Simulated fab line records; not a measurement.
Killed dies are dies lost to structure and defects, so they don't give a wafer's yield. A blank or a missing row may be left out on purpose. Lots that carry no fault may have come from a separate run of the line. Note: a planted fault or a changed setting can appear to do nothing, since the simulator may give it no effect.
Which tool did it?    flow sfq-line    45 wafers from 15 lots sampled at 4 of the route's 325 steps

WHAT THE GAUGES SHOWED, per wafer
No reading from a measuring or inspecting step in the record can be judged against a usual standard deviation.

TOOL THAT RAN EACH LOT (tool first, then ch and the chambers of the sampled wafers, then the start)
lot   SFQ_TRILAYER_I2_DEP_PECVD_063    SFQ_TRILAYER_I2_VIA_LITHO_PEB_070  SFQ_TRILAYER_I2_VIA_STRIP_STRIP_071  SFQ_TRILAYER_JJ_CE_ETCH_RIE_118
L765  pecvd-04 ch 0,1,2, day 30 12:48  litho-track-03 ch 0, day 36 18:43  rie-metal-01 ch 0,1, day 36 19:11    rie-metal-04 ch 0, day 55 17:56
L766  pecvd-04 ch 0,1,2, day 30 20:00  litho-track-03 ch 0, day 37 01:54  rie-metal-03 ch 0,1, day 37 02:23    rie-metal-04 ch 0,1, day 55 20:20
L767  pecvd-02 ch 0,1,2, day 31 06:23  litho-track-03 ch 0, day 37 10:18  rie-metal-03 ch 0,1, day 37 10:47    rie-metal-02 ch 0,1, day 56 11:36
L768  pecvd-02 ch 0,1, day 31 15:13    litho-track-01 ch 0, day 37 15:06  rie-metal-03 ch 0,1, day 37 15:35    rie-metal-02 ch 1, day 56 16:24
L771  pecvd-02 ch 1,2, day 32 20:02    litho-track-01 ch 0, day 38 22:19  rie-metal-01 ch 1, day 38 22:47      rie-metal-02 ch 0, day 62 12:56
L773  pecvd-03 ch 0,1, day 33 15:21    litho-track-01 ch 0, day 39 21:06  rie-metal-01 ch 0,1, day 39 21:35    rie-metal-04 ch 0,1, day 63 19:33
L774  pecvd-04 ch 0,1, day 34 02:09    litho-track-01 ch 0, day 40 05:30  rie-metal-03 ch 0,1, day 40 05:59    rie-metal-02 ch 0, day 64 01:33
L775  pecvd-04 ch 0,1,2, day 34 17:08  litho-track-03 ch 0, day 40 17:30  rie-metal-03 ch 0,1, day 40 17:59    rie-metal-03 ch 0,1, day 64 22:56
L776  pecvd-03 ch 0,2, day 35 10:14    litho-track-01 ch 0, day 41 14:20  rie-metal-02 ch 0,1, day 41 14:49    rie-metal-02 ch 0,1, day 65 01:20
L777  pecvd-02 ch 0,1, day 36 04:16    litho-track-03 ch 0, day 42 07:16  rie-metal-03 ch 0,1, day 42 07:45    rie-metal-02 ch 0,1, day 65 10:56
L782  pecvd-04 ch 0,2, day 37 00:47    litho-track-01, day 43 03:41       rie-metal-02 ch 0,1, day 43 04:09    rie-metal-03 ch 0,1, day 66 12:21
L783  pecvd-02 ch 1,2, day 37 01:59    litho-track-04, day 43 07:17       rie-metal-02 ch 0,1, day 43 07:45    rie-metal-03 ch 0, day 66 15:57
L784  pecvd-03 ch 1,2, day 37 04:23    litho-track-04, day 43 08:31       rie-metal-01 ch 0,1, day 43 09:09    rie-metal-04 ch 0,1, day 66 21:59
L787  pecvd-02 ch 0,1,2, day 37 10:25  litho-track-04 ch 0, day 44 00:20  rie-metal-03 ch 0,1, day 44 00:48    rie-metal-04 ch 1, day 67 07:33
L788  pecvd-04 ch 1,2, day 39 17:35    litho-track-01 ch 0, day 45 12:19  rie-metal-01 ch 0,1, day 45 12:48    rie-metal-03 ch 1, day 68 11:14
- SFQ_TRILAYER_I2_DEP_PECVD_063: deposits SiO2 from SiH4/N2O, time 111.11 s, target thk 500 nm.
- SFQ_TRILAYER_I2_VIA_LITHO_PEB_070: peb time 60 s.
- SFQ_TRILAYER_I2_VIA_STRIP_STRIP_071: strips in O2.
- SFQ_TRILAYER_JJ_CE_ETCH_RIE_118: chemistry SF6, target Nb, stops on Al2O3, time 97.7 s, target depth 170 nm.

AS READ BY THE TOOLS THEMSELVES (means over the sampled wafers that have a number; for cases with no such wafer, the mark the record gives instead)
SFQ_TRILAYER_I2_DEP_PECVD_063.
lot   tool      heater-power-w (W)  throttle-valve-pct (%)
L765  pecvd-04  87                  22.9
L766  pecvd-04  89                  23.0
L767  pecvd-02  78                  24.5
L768  pecvd-02  86                  24.3
L771  pecvd-02  78                  23.9
L773  pecvd-03  98                  25.9
L774  pecvd-04  92                  22.9
L775  pecvd-04  93                  23.7
L776  pecvd-03  100                 25.8
L777  pecvd-02  83                  24.3
L782  pecvd-04  81                  23.8
L783  pecvd-02  81                  24.0
L784  pecvd-03  97                  25.8
L787  pecvd-02  81                  24.6
L788  pecvd-04  86                  24.3

SFQ_TRILAYER_I2_VIA_LITHO_PEB_070.
lot   tool            chill-plate-temp-C (C)  exhaust-pa (Pa)
L765  litho-track-03  23.07                   44.5
L766  litho-track-03  23.01                   44.7
L767  litho-track-03  22.80                   45.2
L768  litho-track-01  23.02                   45.1
L771  litho-track-01  23.06                   45.8
L773  litho-track-01  22.95                   44.8
L774  litho-track-01  22.96                   44.2
L775  litho-track-03  22.94                   45.9
L776  litho-track-01  22.96                   45.2
L777  litho-track-03  23.07                   44.9
L782  litho-track-01  -                       -
L783  litho-track-04  -                       -
L784  litho-track-04  -                       -
L787  litho-track-04  22.93                   44.9
L788  litho-track-01  23.05                   46.6

SFQ_TRILAYER_I2_VIA_STRIP_STRIP_071.
lot   tool          drypump-motor-current-A (A)  oes-product-au (a.u.)  platen-temp-c (C)
L765  rie-metal-01  5.9                          0.993                  40.08
L766  rie-metal-03  5.4                          0.999                  39.94
L767  rie-metal-03  5.4                          0.998                  40.03
L768  rie-metal-03  5.4                          1.000                  39.86
L771  rie-metal-01  5.8                          0.995                  40.00
L773  rie-metal-01  5.9                          1.000                  40.05
L774  rie-metal-03  5.8                          1.006                  39.96
L775  rie-metal-03  5.8                          1.005                  40.12
L776  rie-metal-02  5.1                          0.991                  40.03
L777  rie-metal-03  5.4                          0.992                  39.91
L782  rie-metal-02  5.4                          0.980                  40.08
L783  rie-metal-02  5.4                          0.986                  40.02
L784  rie-metal-01  5.9                          1.005                  39.98
L787  rie-metal-03  5.8                          0.990                  40.09
L788  rie-metal-01  5.9                          0.999                  40.04

SFQ_TRILAYER_JJ_CE_ETCH_RIE_118.
lot   tool          drypump-motor-current-A (A)  oes-product-au (a.u.)
L765  rie-metal-04  5.4                          0.986
L766  rie-metal-04  5.1                          0.987
L767  rie-metal-02  5.4                          0.991
L768  rie-metal-02  4.8                          0.990
L771  rie-metal-02  5.7                          0.993
L773  rie-metal-04  5.1                          0.993
L774  rie-metal-02  5.7                          0.983
L775  rie-metal-03  5.8                          0.991
L776  rie-metal-02  5.4                          0.989
L777  rie-metal-02  5.4                          0.991
L782  rie-metal-03  5.4                          0.985
L783  rie-metal-03  5.0                          0.993
L784  rie-metal-04  5.2                          0.994
L787  rie-metal-04  4.9                          0.985
L788  rie-metal-03  6.2                          0.998

THE ANSWER, worked out from the rows above alone
Rule: the lots themselves supply what counts as usual. The widest of any qualifying gaps counts: lots, ordered by their means at a reading, are off when they make up no more than a third of the lots, leave a main group of 4 or more, and stand apart from it by 3 or more times the standard deviation of that group's means. A main group is skipped when, at the precision printed for the reading in the tables above, its means are all equal. Also off: a lot with no number at a reading for which 4 or more lots have one. All remaining lots with rows at the step are treated as sound. First the gauges in route order, then the tools' own readings, where a lot's mean is used as printed above. The first step at which some lot is off is used, and at that step the reading that is off furthest; a lot without a number counts as furthest.
Off at SFQ_TRILAYER_I2_VIA_LITHO_PEB_070 (chill-plate-temp-C): L782, L783, L784. Without a number there: L782, L783, L784. Main group: mean 22.98 C, sd 0.075.
A tool fits if, at that step or a process step before it, it ran every lot that is off, and no sound lot after the first of them. None of those tried fits.

WHAT THE SIMULATOR PUT IN
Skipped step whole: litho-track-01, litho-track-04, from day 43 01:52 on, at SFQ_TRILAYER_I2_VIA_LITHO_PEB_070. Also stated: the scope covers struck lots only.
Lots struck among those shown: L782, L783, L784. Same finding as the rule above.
